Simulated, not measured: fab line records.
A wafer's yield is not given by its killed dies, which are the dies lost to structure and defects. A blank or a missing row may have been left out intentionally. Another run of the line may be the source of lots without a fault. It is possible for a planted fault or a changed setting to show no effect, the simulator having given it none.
Which tool is to blame? + flow sky130 + Sampling: 6 lots, 18 wafers, 3 of 708 route steps

## WHAT THE GAUGES READ, wafer by wafer
SKY_LDD_P_OVL_MEAS_08.
| lot  | measured     | on         | LDD_P_OVL (nm) |
|------|--------------|------------|----------------|
| L159 | day 19 09:48 | overlay-01 | 1.6 0.0 -0.7   |
| L162 | day 20 22:23 | overlay-02 | -0.2 -0.8 -1.2 |
| L167 | day 22 07:56 | overlay-02 | 1.5 0.4 -0.4   |
| L169 | day 23 10:33 | overlay-02 | 35.8 34.6 33.7 |
| L177 | day 25 23:00 | overlay-02 | 34.9 34.1 34.6 |
| L181 | day 27 01:50 | overlay-02 | 0.2 1.6 -0.2   |

## WHAT TOOL EACH LOT RAN ON (gives the tool, then ch and the chambers of the sampled wafers, and finally the start)
| lot  | SKY_RES_PROTECT_STRIP_07             | SKY_LDD_P_EXPOSE_04                 |
|------|--------------------------------------|-------------------------------------|
| L159 | plasma asher-02 ch 0,1, day 15 14:41 | iline stepper-02 ch 0, day 18 19:21 |
| L162 | plasma asher-04 ch 0,1, day 16 18:50 | iline stepper-01 ch 0, day 20 06:46 |
| L167 | plasma asher-02 ch 0,1, day 18 07:29 | iline stepper-02 ch 0, day 21 17:03 |
| L169 | plasma asher-02 ch 0, day 19 10:56   | iline stepper-01 ch 0, day 22 19:46 |
| L177 | plasma asher-04 ch 0,1, day 21 23:34 | iline stepper-01 ch 0, day 25 08:13 |
| L181 | plasma asher-04 ch 0,1, day 23 05:37 | iline stepper-02 ch 0, day 26 11:19 |
- SKY_RES_PROTECT_STRIP_07: strips in O2/N2.
- SKY_LDD_P_EXPOSE_04: exposes mask PSDM, target cd 380 nm.

## THE ANSWER, worked out from the rows above alone
Rule: usual is defined by the lots themselves. The widest of any qualifying gaps counts: lots, ordered by their means at a reading, are off when they make up no more than a third of the lots, leave a main group of 4 or more, and stand apart from it by 3 or more times the standard deviation of that group's means. A main group whose means are all the same, to the digits that the tables above print for the reading, isn't used. A lot without any number at a reading at which 4 lots or more have one is off too. All remaining lots with rows at the step are treated as sound.
Off: at SKY_LDD_P_OVL_MEAS_08 (LDD_P_OVL), L169, L177. The main group: mean 0.1 nm, standard deviation 0.52.
If a tool, at a process step before that reading, ran all the lots that are off and no sound lot after the first of them, it fits. Those tools and the gauges at SKY_LDD_P_OVL_MEAS_08 are tried in the same way. One fits: SKY_LDD_P_EXPOSE_04 on iline stepper-01. A fault onset in the window from L162 (day 20 06:46, its last sound lot) to L169 (day 22 19:46, its first lot off) fits.

## WHAT THE SIMULATOR PUT IN
Scanner matching overlay: iline stepper-01, from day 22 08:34 on, at SKY_LDD_P_EXPOSE_04. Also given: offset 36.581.
Shown lots that were struck: L169, L177. The same result came from the rule above.
